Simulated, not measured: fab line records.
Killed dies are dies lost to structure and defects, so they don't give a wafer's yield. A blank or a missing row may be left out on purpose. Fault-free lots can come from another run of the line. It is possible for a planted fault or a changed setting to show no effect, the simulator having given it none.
The tool behind it: which one? :: flow sfq-line :: Sampling: 13 lots, 39 wafers, 4 of 325 route steps

WHAT THE GAUGES SHOWED, per wafer
SFQ_I5_OVL_MEAS_936.
lot: L398
measured: day 59 19:31
on: overlay-02
I5_OVL (nm): 4 7 0

lot: L399
measured: day 60 00:19
on: overlay-02
I5_OVL (nm): 2 0 -3

lot: L400
measured: day 60 06:19
on: overlay-02
I5_OVL (nm): -8 -13 -4

lot: L401
measured: day 60 11:05
on: overlay-01
I5_OVL (nm): 3 -2 1

lot: L402
measured: day 60 14:41
on: overlay-01
I5_OVL (nm): 3 6 5

lot: L403
measured: day 60 17:05
on: overlay-01
I5_OVL (nm): 6 9 0

lot: L404
measured: day 60 19:29
on: overlay-02
I5_OVL (nm): 7 7 -9

lot: L405
measured: day 61 01:28
on: overlay-02
I5_OVL (nm): 1 5 5

lot: L407
measured: day 65 17:40
on: overlay-02
I5_OVL (nm): -2 3 -4

lot: L408
measured: day 65 20:04
on: overlay-01
I5_OVL (nm): -6 0 -3

lot: L409
measured: day 65 22:29
on: overlay-02
I5_OVL (nm): 7 13 10

lot: L411
measured: day 68 19:49
on: overlay-01
I5_OVL (nm): -3 1 0

lot: L419
measured: day 70 17:16
on: overlay-02
I5_OVL (nm): 1 3 6

TOOL THAT RAN EACH LOT (tool first, then ch and the chambers of the sampled wafers, then the start)
lot: L398
SFQ_TRILAYER_M4_STRIP_STRIP_097: rie-metal-04 ch 0,1, day 37 21:36
SFQ_TRILAYER_I4_DEP_PECVD_099: pecvd-03 ch 0,1,2, day 37 22:22
SFQ_TRILAYER_R5_ETCH_METAL_ETCH_139: rie-metal-02 ch 0,1, day 55 10:21

lot: L399
SFQ_TRILAYER_M4_STRIP_STRIP_097: rie-metal-02 ch 0,1, day 38 10:47
SFQ_TRILAYER_I4_DEP_PECVD_099: pecvd-02 ch 1,2, day 38 11:33
SFQ_TRILAYER_R5_ETCH_METAL_ETCH_139: rie-metal-04 ch 0,1, day 55 15:09

lot: L400
SFQ_TRILAYER_M4_STRIP_STRIP_097: rie-metal-04 ch 0,1, day 42 12:09
SFQ_TRILAYER_I4_DEP_PECVD_099: pecvd-03 ch 0,2, day 42 12:56
SFQ_TRILAYER_R5_ETCH_METAL_ETCH_139: rie-metal-04 ch 0,1, day 55 18:45

lot: L401
SFQ_TRILAYER_M4_STRIP_STRIP_097: rie-metal-02 ch 0,1, day 42 13:33
SFQ_TRILAYER_I4_DEP_PECVD_099: pecvd-04 ch 0,2, day 42 14:08
SFQ_TRILAYER_R5_ETCH_METAL_ETCH_139: rie-metal-02 ch 0,1, day 55 21:10

lot: L402
SFQ_TRILAYER_M4_STRIP_STRIP_097: rie-metal-03 ch 0,1, day 42 21:57
SFQ_TRILAYER_I4_DEP_PECVD_099: pecvd-04 ch 0,1,2, day 42 22:34
SFQ_TRILAYER_R5_ETCH_METAL_ETCH_139: rie-metal-03 ch 0,1, day 56 04:35

lot: L403
SFQ_TRILAYER_M4_STRIP_STRIP_097: rie-metal-02 ch 0,1, day 43 00:09
SFQ_TRILAYER_I4_DEP_PECVD_099: pecvd-03 ch 0,2, day 43 00:56
SFQ_TRILAYER_R5_ETCH_METAL_ETCH_139: rie-metal-04 ch 1, day 56 05:46

lot: L404
SFQ_TRILAYER_M4_STRIP_STRIP_097: rie-metal-03 ch 0,1, day 43 13:06
SFQ_TRILAYER_I4_DEP_PECVD_099: pecvd-04 ch 0,1,2, day 43 13:41
SFQ_TRILAYER_R5_ETCH_METAL_ETCH_139: rie-metal-02 ch 0,1, day 56 06:59

lot: L405
SFQ_TRILAYER_M4_STRIP_STRIP_097: rie-metal-04 ch 0,1, day 45 07:41
SFQ_TRILAYER_I4_DEP_PECVD_099: pecvd-03 ch 0,1,2, day 45 08:27
SFQ_TRILAYER_R5_ETCH_METAL_ETCH_139: rie-metal-03 ch 0, day 56 09:58

lot: L407
SFQ_TRILAYER_M4_STRIP_STRIP_097: rie-metal-03 ch 0, day 46 21:53
SFQ_TRILAYER_I4_DEP_PECVD_099: pecvd-02 ch 0,1,2, day 46 22:41
SFQ_TRILAYER_R5_ETCH_METAL_ETCH_139: rie-metal-03 ch 0,1, day 59 14:19

lot: L408
SFQ_TRILAYER_M4_STRIP_STRIP_097: rie-metal-04 ch 0,1, day 46 23:05
SFQ_TRILAYER_I4_DEP_PECVD_099: pecvd-04 ch 1,2, day 46 23:52
SFQ_TRILAYER_R5_ETCH_METAL_ETCH_139: rie-metal-03 ch 0,1, day 59 16:43

lot: L409
SFQ_TRILAYER_M4_STRIP_STRIP_097: rie-metal-04 ch 0,1, day 47 10:49
SFQ_TRILAYER_I4_DEP_PECVD_099: pecvd-03 ch 0,1,2, day 47 11:26
SFQ_TRILAYER_R5_ETCH_METAL_ETCH_139: rie-metal-03 ch 0,1, day 59 23:54

lot: L411
SFQ_TRILAYER_M4_STRIP_STRIP_097: rie-metal-03 ch 0, day 52 03:50
SFQ_TRILAYER_I4_DEP_PECVD_099: pecvd-03 ch 1,2, day 52 05:00
SFQ_TRILAYER_R5_ETCH_METAL_ETCH_139: rie-metal-03 ch 0,1, day 64 18:11

lot: L419
SFQ_TRILAYER_M4_STRIP_STRIP_097: rie-metal-02 ch 0, day 58 22:08
SFQ_TRILAYER_I4_DEP_PECVD_099: pecvd-04 ch 0,1, day 58 22:55
SFQ_TRILAYER_R5_ETCH_METAL_ETCH_139: rie-metal-03 ch 0,1, day 67 08:57
- SFQ_TRILAYER_M4_STRIP_STRIP_097: strips in O2.
- SFQ_TRILAYER_I4_DEP_PECVD_099: deposits SiO2 from SiH4/N2O, time 111.11 s, target thk 500 nm.
- SFQ_TRILAYER_R5_ETCH_METAL_ETCH_139: etches the open film in Cl2, stops on SiO2, target depth 60 nm, time 40 s.

AS READ BY THE TOOLS THEMSELVES (means over the sampled wafers that have a number; for cases with no such wafer, the mark the record gives instead)
SFQ_TRILAYER_M4_STRIP_STRIP_097.
lot: L398
tool: rie-metal-04
drypump-motor-current-A (A): 5.4
oes-product-au (a.u.): 0.996
platen-temp-c (C): 40.04

lot: L399
tool: rie-metal-02
drypump-motor-current-A (A): 5.2
oes-product-au (a.u.): 1.006
platen-temp-c (C): 39.97

lot: L400
tool: rie-metal-04
drypump-motor-current-A (A): 5.8
oes-product-au (a.u.): 0.992
platen-temp-c (C): 40.01

lot: L401
tool: rie-metal-02
drypump-motor-current-A (A): 5.6
oes-product-au (a.u.): 0.998
platen-temp-c (C): 39.95

lot: L402
tool: rie-metal-03
drypump-motor-current-A (A): 6.4
oes-product-au (a.u.): 0.998
platen-temp-c (C): 39.79

lot: L403
tool: rie-metal-02
drypump-motor-current-A (A): 5.6
oes-product-au (a.u.): 1.000
platen-temp-c (C): 39.93

lot: L404
tool: rie-metal-03
drypump-motor-current-A (A): 6.4
oes-product-au (a.u.): 0.997
platen-temp-c (C): 40.08

lot: L405
tool: rie-metal-04
drypump-motor-current-A (A): 5.8
oes-product-au (a.u.): 0.991
platen-temp-c (C): 39.91

lot: L407
tool: rie-metal-03
drypump-motor-current-A (A): 6.3
oes-product-au (a.u.): 0.987
platen-temp-c (C): 40.01

lot: L408
tool: rie-metal-04
drypump-motor-current-A (A): 5.4
oes-product-au (a.u.): 0.999
platen-temp-c (C): 40.09

lot: L409
tool: rie-metal-04
drypump-motor-current-A (A): 5.4
oes-product-au (a.u.): 1.003
platen-temp-c (C): 40.00

lot: L411
tool: rie-metal-03
drypump-motor-current-A (A): 6.3
oes-product-au (a.u.): 0.988
platen-temp-c (C): 40.02

lot: L419
tool: rie-metal-02
drypump-motor-current-A (A): 4.8
oes-product-au (a.u.): 1.007
platen-temp-c (C): 39.80

SFQ_TRILAYER_I4_DEP_PECVD_099.
lot: L398
tool: pecvd-03
heater-power-w (W): 69
throttle-valve-pct (%): 26.2

lot: L399
tool: pecvd-02
heater-power-w (W): 88
throttle-valve-pct (%): 24.0

lot: L400
tool: pecvd-03
heater-power-w (W): 77
throttle-valve-pct (%): 27.3

lot: L401
tool: pecvd-04
heater-power-w (W): 77
throttle-valve-pct (%): 22.8

lot: L402
tool: pecvd-04
heater-power-w (W): 87
throttle-valve-pct (%): 22.9

lot: L403
tool: pecvd-03
heater-power-w (W): 62
throttle-valve-pct (%): 25.7

lot: L404
tool: pecvd-04
heater-power-w (W): 95
throttle-valve-pct (%): 22.8

lot: L405
tool: pecvd-03
heater-power-w (W): 71
throttle-valve-pct (%): 26.3

lot: L407
tool: pecvd-02
heater-power-w (W): 80
throttle-valve-pct (%): 24.4

lot: L408
tool: pecvd-04
heater-power-w (W): 109
throttle-valve-pct (%): 23.2

lot: L409
tool: pecvd-03
heater-power-w (W): 75
throttle-valve-pct (%): 26.3

lot: L411
tool: pecvd-03
heater-power-w (W): 80
throttle-valve-pct (%): 28.0

lot: L419
tool: pecvd-04
heater-power-w (W): 97
throttle-valve-pct (%): 24.0

SFQ_TRILAYER_R5_ETCH_METAL_ETCH_139.
lot: L398
tool: rie-metal-02
drypump-motor-current-A (A): 5.2
oes-product-au (a.u.): 0.992

lot: L399
tool: rie-metal-04
drypump-motor-current-A (A): 5.4
oes-product-au (a.u.): 0.987

lot: L400
tool: rie-metal-04
drypump-motor-current-A (A): 5.8
oes-product-au (a.u.): 0.989

lot: L401
tool: rie-metal-02
drypump-motor-current-A (A): 5.2
oes-product-au (a.u.): 0.987

lot: L402
tool: rie-metal-03
drypump-motor-current-A (A): 6.3
oes-product-au (a.u.): 0.993

lot: L403
tool: rie-metal-04
drypump-motor-current-A (A): 5.0
oes-product-au (a.u.): 0.988

lot: L404
tool: rie-metal-02
drypump-motor-current-A (A): 5.6
oes-product-au (a.u.): 0.984

lot: L405
tool: rie-metal-03
drypump-motor-current-A (A): 6.3
oes-product-au (a.u.): 0.996

lot: L407
tool: rie-metal-03
drypump-motor-current-A (A): 6.4
oes-product-au (a.u.): 0.984

lot: L408
tool: rie-metal-03
drypump-motor-current-A (A): 6.4
oes-product-au (a.u.): 0.983

lot: L409
tool: rie-metal-03
drypump-motor-current-A (A): 6.4
oes-product-au (a.u.): 0.983

lot: L411
tool: rie-metal-03
drypump-motor-current-A (A): 6.4
oes-product-au (a.u.): 0.986

lot: L419
tool: rie-metal-03
drypump-motor-current-A (A): 6.4
oes-product-au (a.u.): 0.909

THE ANSWER, worked out from the rows above alone
Rule: what is usual is taken from the lots themselves. Put in order of their means at a reading, lots are off if they are a third of the lots or fewer, leave a main group of 4 or more, and stand apart from it by a gap of 3 or more times the standard deviation of the main group's means; of several such gaps the widest counts. If all means in a main group match to the digits the tables above print for the reading, that group is not used. Also off: a lot with no number at a reading for which 4 or more lots have one. The other lots that the step has rows for count as sound. First the gauges in route order, then the tools' own readings, where a lot's mean is used as printed above. At the first step where some lot is off, the reading lying furthest off is the one used; lots without a number count as furthest.
Off at SFQ_TRILAYER_R5_ETCH_METAL_ETCH_139 (oes-product-au): L419. For the main group the mean is 0.988 a.u. and the standard deviation 0.004.
A tool fits if, at that step or a process step before it, it ran every lot that is off, and no sound lot after the first of them. Can't be told from this: 3 tools fit, rie-metal-02 at SFQ_TRILAYER_M4_STRIP_STRIP_097, pecvd-04 at SFQ_TRILAYER_I4_DEP_PECVD_099, rie-metal-03 at SFQ_TRILAYER_R5_ETCH_METAL_ETCH_139.

WHAT THE SIMULATOR PUT IN
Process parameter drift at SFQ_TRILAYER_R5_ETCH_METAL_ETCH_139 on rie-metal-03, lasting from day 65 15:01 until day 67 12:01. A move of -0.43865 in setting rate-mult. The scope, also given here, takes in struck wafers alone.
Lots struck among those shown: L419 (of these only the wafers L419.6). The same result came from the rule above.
